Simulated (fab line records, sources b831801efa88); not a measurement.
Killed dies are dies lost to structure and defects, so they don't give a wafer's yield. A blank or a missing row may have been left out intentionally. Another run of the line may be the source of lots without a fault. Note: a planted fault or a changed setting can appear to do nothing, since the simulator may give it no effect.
Which tool did it? ; flow sky130 ; 24 lots with 72 wafers sampled at 6 steps, on a route of 708 steps

WHAT THE GAUGES READ, wafer by wafer
SKY_LI_CONTACT_RS_MEAS_22: the measuring method here is four-point-probe. Usual: LI_CONTACT_W_RS typically reads 0.284 ohm/sq, with standard deviation 0.003.
lot;measured;on;LI_CONTACT_W_RS (ohm/sq);flag
L074;day 29 04:59;film_metro-01;0.285 0.282 0.287;
L076;day 29 18:22;film_metro-02;0.281 0.286 0.282;
L075;day 29 18:34;film_metro-03;0.284 0.286 0.277;
L077;day 30 04:13;film_metro-02;0.283 0.285 0.282;
L078;day 30 16:26;film_metro-02;0.283 0.287 0.284;
L079;day 30 20:26;film_metro-01;0.290 0.283 0.285;
L080;day 31 00:34;film_metro-01;0.282 0.284 0.280;
L081;day 31 05:54;film_metro-03;0.286 0.283 0.286;
L082;day 31 23:25;film_metro-01;0.282 0.288 0.291;
L083;day 32 06:08;film_metro-02;0.284 0.284 0.282;
L084;day 32 11:38;film_metro-03;0.283 0.284 0.280;
L085;day 32 19:59;film_metro-02;0.285 0.283 0.280;
L086;day 33 06:23;film_metro-01;0.287 0.286 0.290;
L087;day 33 12:22;film_metro-02;0.287 0.283 0.288;
L088;day 33 22:46;film_metro-03;0.282 0.284 0.280;
L089;day 34 21:04;film_metro-03;0.284 0.277 0.287;
L090;day 35 00:08;film_metro-02;0.284 0.287 0.288;
L092;day 35 06:31;film_metro-01;0.288 0.287 0.284;
L091;day 35 22:47;film_metro-03;0.281 0.282 0.279;
L094;day 35 23:41;film_metro-01;0.285 0.284 0.282;
L093;day 35 23:56;film_metro-03;0.281 0.283 0.285;
L096;day 36 06:22;film_metro-02;0.284 0.282 0.283;
L095;day 36 07:02;film_metro-03;0.284 0.286 0.282;
L097;day 36 12:44;film_metro-03;0.285 0.284 0.287;

SKY_METAL1_THK_MEAS_06: measures by xrf. Usual: METAL1_ALCU_THK typically reads 247 nm, with standard deviation 3.1.
lot;measured;on;METAL1_ALCU_THK (nm);flag
L074;day 31 22:35;film_metro-04;250 249 245;
L076;day 32 05:16;film_metro-04;249 252 251;
L075;day 32 06:04;film_metro-04;249 240 248;
L077;day 32 11:55;film_metro-04;245 248 246;
L078;day 33 05:55;film_metro-01;251 253 251;
L079;day 33 07:16;film_metro-01;250 247 252;
L080;day 33 11:29;film_metro-02;249 249 247;
L081;day 33 15:05;film_metro-02;249 246 250;
L082;day 34 08:30;film_metro-02;248 242 245;
L083;day 34 14:38;film_metro-02;245 245 243;
L084;day 34 20:03;film_metro-01;254 249 249;
L085;day 35 04:10;film_metro-01;247 249 247;
L086;day 35 15:31;film_metro-02;252 247 248;
L087;day 35 20:56;film_metro-04;250 251 248;
L088;day 36 06:59;film_metro-04;244 247 252;
L089;day 37 04:56;film_metro-02;243 244 245;
L090;day 37 08:40;film_metro-01;243 248 248;
L092;day 37 14:56;film_metro-04;244 241 243;
L091;day 38 06:55;film_metro-02;248 245 245;
L094;day 38 07:42;film_metro-01;246 249 251;
L093;day 38 08:04;film_metro-02;246 248 251;
L096;day 38 13:43;film_metro-01;252 246 248;
L095;day 38 14:11;film_metro-01;247 249 243;
L097;day 38 19:26;film_metro-04;254 246 247;

SKY_METAL2_THK_MEAS_06: measures by xrf. Usual: METAL2_ALCU_THK typically reads 246.5 nm, with standard deviation 2.7.
lot;measured;on;METAL2_ALCU_THK (nm);flag
L074;day 34 05:47;film_metro-02;243.7 243.0 245.2;
L076;day 34 13:35;film_metro-04;247.5 244.4 246.4;
L075;day 34 13:57;film_metro-02;246.9 240.5 240.5;
L077;day 34 19:56;film_metro-03;247.0 245.6 253.0;
L078;day 35 14:43;film_metro-04;244.4 242.7 244.3;
L079;day 35 15:19;film_metro-04;246.2 249.5 245.9;
L080;day 35 20:13;film_metro-04;247.1 247.2 245.9;
L081;day 35 23:18;film_metro-02;246.9 244.6 247.7;
L082;day 36 17:19;film_metro-04;249.4 248.6 248.6;
L083;day 36 23:31;film_metro-03;247.0 254.0 247.3;
L084;day 37 02:51;film_metro-03;245.7 247.9 244.6;
L085;day 37 11:39;film_metro-04;242.0 241.7 242.1;
L086;day 37 23:54;film_metro-04;247.1 246.0 249.3;
L087;day 38 03:46;film_metro-03;243.9 247.3 250.7;
L088;day 38 12:36;film_metro-04;248.5 250.1 250.6;
L089;day 39 11:02;film_metro-02;248.5 245.4 245.7;
L090;day 39 15:02;film_metro-02;247.4 248.7 242.8;
L092;day 39 20:23;film_metro-02;246.7 250.0 249.3;
L091;day 40 11:57;film_metro-03;248.5 248.6 249.7;
L094;day 40 12:56;film_metro-04;244.9 244.6 244.8;
L093;day 40 14:12;film_metro-02;242.2 245.9 243.4;
L096;day 40 18:43;film_metro-03;243.8 246.0 245.8;
L095;day 40 19:32;film_metro-04;248.7 246.3 246.2;
L097;day 41 00:09;film_metro-02;247.4 247.6 247.5;

SKY_METAL5_THK_MEAS_06: measures by xrf. Usual: METAL5_ALCU_THK typically reads 1140 nm, with standard deviation 13.
lot;measured;on;METAL5_ALCU_THK (nm);flag
L074;day 42 23:11;film_metro-02;1149 1130 1136;
L076;day 43 09:43;film_metro-01;1142 1155 1141;
L075;day 43 09:50;film_metro-04;1137 1128 1144;
L077;day 43 15:01;film_metro-02;1117 1113 1107;
L078;day 44 04:31;film_metro-04;1122 1147 1159;
L079;day 44 06:41;film_metro-04;1144 1146 1137;
L080;day 44 12:09;film_metro-02;1141 1135 1143;
L081;day 44 12:52;film_metro-04;1136 1130 1146;
L082;day 45 04:32;film_metro-01;1150 1140 1173;
L083;day 45 08:55;film_metro-04;1116 1129 1142;
L084;day 45 13:39;film_metro-02;1133 1140 1146;
L085;day 45 21:11;film_metro-02;1124 1139 1136;
L086;day 46 05:14;film_metro-04;1120 1125 1137;
L087;day 46 07:13;film_metro-04;1126 1160 1147;
L088;day 46 20:18;film_metro-04;1153 1150 1143;
L089;day 47 11:32;film_metro-02;1138 1143 1141;
L090;day 47 12:08;film_metro-01;1123 1118 1136;
L092;day 47 19:58;film_metro-01;1160 1154 1138;
L091;day 48 05:41;film_metro-02;1138 1145 1132;
L094;day 48 07:37;film_metro-04;1157 1146 1144;
L093;day 48 09:53;film_metro-01;1157 1164 1158;
L096;day 48 12:07;film_metro-01;1132 1141 1152;
L095;day 48 13:05;film_metro-04;1152 1155 1148;
L097;day 48 13:54;film_metro-02;1132 1138 1116;

TOOL THAT RAN EACH LOT (tool first, then ch and the chambers of the sampled wafers, then the start)
lot;SKY_METAL3_STRIP_19;SKY_METAL4_ETCH_16
L074;plasma_asher-01 ch 0,1, day 38 16:03;rie_metal-03 ch 0,1, day 41 20:19
L076;plasma_asher-02 ch 0,1, day 39 02:08;rie_metal-03 ch 0,1, day 42 07:14
L075;plasma_asher-01 ch 0,1, day 39 02:31;rie_metal-04 ch 0,1, day 42 07:37
L077;plasma_asher-03 ch 0,1, day 39 08:02;rie_metal-04 ch 0,1, day 42 13:02
L078;plasma_asher-01 ch 0,1, day 40 00:24;rie_metal-04 ch 0,1, day 43 03:43
L079;plasma_asher-01 ch 0,1, day 40 02:39;rie_metal-02 ch 0,1, day 43 05:25
L080;plasma_asher-02 ch 0,1, day 40 07:22;rie_metal-04 ch 0,1, day 43 10:22
L081;plasma_asher-02 ch 0,1, day 40 08:32;rie_metal-02 ch 0,1, day 43 11:27
L082;plasma_asher-01 ch 0,1, day 41 03:18;rie_metal-02 ch 0,1, day 44 03:28
L083;plasma_asher-03 ch 0,1, day 41 07:14;rie_metal-03 ch 0,1, day 44 08:03
L084;plasma_asher-01 ch 0,1, day 41 11:27;rie_metal-03 ch 0,1, day 44 12:22
L085;plasma_asher-02 ch 0,1, day 41 20:22;rie_metal-04 ch 0,1, day 44 20:55
L086;plasma_asher-03 ch 0,1, day 42 06:41;rie_metal-04 ch 0,1, day 45 05:47
L087;plasma_asher-03 ch 0,1, day 42 09:09;rie_metal-04 ch 0,1, day 45 08:14
L088;plasma_asher-01 ch 0,1, day 42 19:07;rie_metal-03 ch 0,1, day 45 18:01
L089;plasma_asher-02 ch 0,1, day 43 15:26;rie_metal-02 ch 0,1, day 46 11:31
L090;plasma_asher-02 ch 0,1, day 43 16:51;rie_metal-02 ch 0,1, day 46 13:08
L092;plasma_asher-03 ch 0,1, day 43 23:23;rie_metal-03 ch 0,1, day 46 19:00
L091;plasma_asher-02 ch 1, day 44 14:39;rie_metal-02 ch 1, day 47 07:58
L094;plasma_asher-03 ch 0,1, day 44 14:45;rie_metal-03 ch 0,1, day 47 09:46
L093;plasma_asher-01 ch 0,1, day 44 16:28;rie_metal-03 ch 0,1, day 47 11:26
L096;plasma_asher-01 ch 0,1, day 44 19:59;rie_metal-03 ch 0, day 47 13:57
L095;plasma_asher-02 ch 0,1, day 44 20:48;rie_metal-02 ch 0, day 47 14:40
L097;plasma_asher-03 ch 0,1, day 45 00:28;rie_metal-03 ch 0, day 47 16:29
- SKY_METAL3_STRIP_19: strips in O2/N2.
- SKY_METAL4_ETCH_16: etches BARC in N2/H2, stops on SiO2, time 88.2 s, target depth 60 nm.

WHAT THE TOOLS THEMSELVES READ (means of the sampled wafers that have a number; where no wafer has one, the mark that the record gives instead)
SKY_METAL3_STRIP_19. Usual: drypump_motor_current_A 5.7 A, standard deviation 0.56; oes_product_au 0.502 a.u., standard deviation 0.0057; strip_time_to_endpoint_s 6.55 s, standard deviation 0.095.
lot;tool;drypump_motor_current_A (A);oes_product_au (a.u.);strip_time_to_endpoint_s (s);flag
L074;plasma_asher-01;5.3;0.504;6.53;
L076;plasma_asher-02;5.8;0.496;6.54;
L075;plasma_asher-01;5.3;0.502;6.50;
L077;plasma_asher-03;5.7;0.492;6.41;
L078;plasma_asher-01;5.3;0.496;6.48;
L079;plasma_asher-01;5.3;0.496;6.43;
L080;plasma_asher-02;5.8;0.502;6.57;
L081;plasma_asher-02;6.0;0.508;6.65;
L082;plasma_asher-01;5.3;0.513;6.72;
L083;plasma_asher-03;5.6;0.503;6.55;
L084;plasma_asher-01;5.8;0.508;6.65;
L085;plasma_asher-02;5.8;0.505;6.67;
L086;plasma_asher-03;5.6;0.501;6.52;
L087;plasma_asher-03;5.7;0.495;6.47;
L088;plasma_asher-01;5.8;0.503;6.50;
L089;plasma_asher-02;5.8;0.500;6.49;
L090;plasma_asher-02;5.8;0.500;6.51;
L092;plasma_asher-03;6.0;0.503;6.61;
L091;plasma_asher-02;5.6;0.506;6.62;
L094;plasma_asher-03;5.6;0.503;6.47;
L093;plasma_asher-01;5.8;0.499;6.48;
L096;plasma_asher-01;5.8;0.498;6.52;
L095;plasma_asher-02;6.0;0.499;6.48;
L097;plasma_asher-03;5.7;0.506;6.66;

SKY_METAL4_ETCH_16. Usual: drypump_motor_current_A 5.5 A, standard deviation 0.5; oes_product_au 0.625 a.u., standard deviation 0.0046; rf_fwd_power_W 496.5 W, standard deviation 2.3; throttle_valve_pct 13.205 %, standard deviation 0.0095.
lot;tool;drypump_motor_current_A (A);oes_product_au (a.u.);rf_fwd_power_W (W);throttle_valve_pct (%);flag
L074;rie_metal-03;5.0;0.623;495.2;13.207;
L076;rie_metal-03;5.0;0.622;497.6;13.195;
L075;rie_metal-04;5.9;0.621;495.1;13.206;
L077;rie_metal-04;6.0;0.623;494.8;13.210;
L078;rie_metal-04;6.0;0.623;496.8;13.212;
L079;rie_metal-02;5.4;0.623;496.5;13.202;
L080;rie_metal-04;5.9;0.627;496.8;13.199;
L081;rie_metal-02;5.4;0.628;496.8;13.198;
L082;rie_metal-02;5.4;0.624;497.7;13.213;
L083;rie_metal-03;5.0;0.629;495.7;13.205;
L084;rie_metal-03;5.3;0.619;496.4;13.208;
L085;rie_metal-04;5.9;0.625;495.6;13.201;
L086;rie_metal-04;5.9;0.628;499.3;13.209;
L087;rie_metal-04;5.9;0.630;498.0;13.208;
L088;rie_metal-03;5.0;0.625;495.2;13.208;
L089;rie_metal-02;5.4;0.629;495.3;13.213;
L090;rie_metal-02;5.4;0.622;496.3;13.200;
L092;rie_metal-03;5.3;0.623;496.5;13.205;
L091;rie_metal-02;6.1;0.628;493.7;13.210;
L094;rie_metal-03;5.0;0.627;496.8;13.208;
L093;rie_metal-03;5.0;0.625;498.9;13.194;
L096;rie_metal-03;5.6;0.620;497.6;13.201;
L095;rie_metal-02;5.0;0.622;496.0;13.209;
L097;rie_metal-03;5.7;0.626;496.7;13.201;

THE ANSWER, worked out from the rows above alone
Rule: take the mean of a lot's wafers that have a number; if it is more than 3 standard deviations from the usual mean, the lot is off. A lot without any number at a reading at which 4 lots or more have one is off too. All remaining lots with rows at the step are treated as sound. Order of review: gauges by route order, followed by the tools' own readings, for which a lot's mean as printed above is used. The first step at which some lot is off is used, and at that step the reading that is off furthest; a lot without a number counts as furthest.
Across all readings shown, no lot is off: no conclusion can be drawn from this.

WHAT THE SIMULATOR HAD PUT IN
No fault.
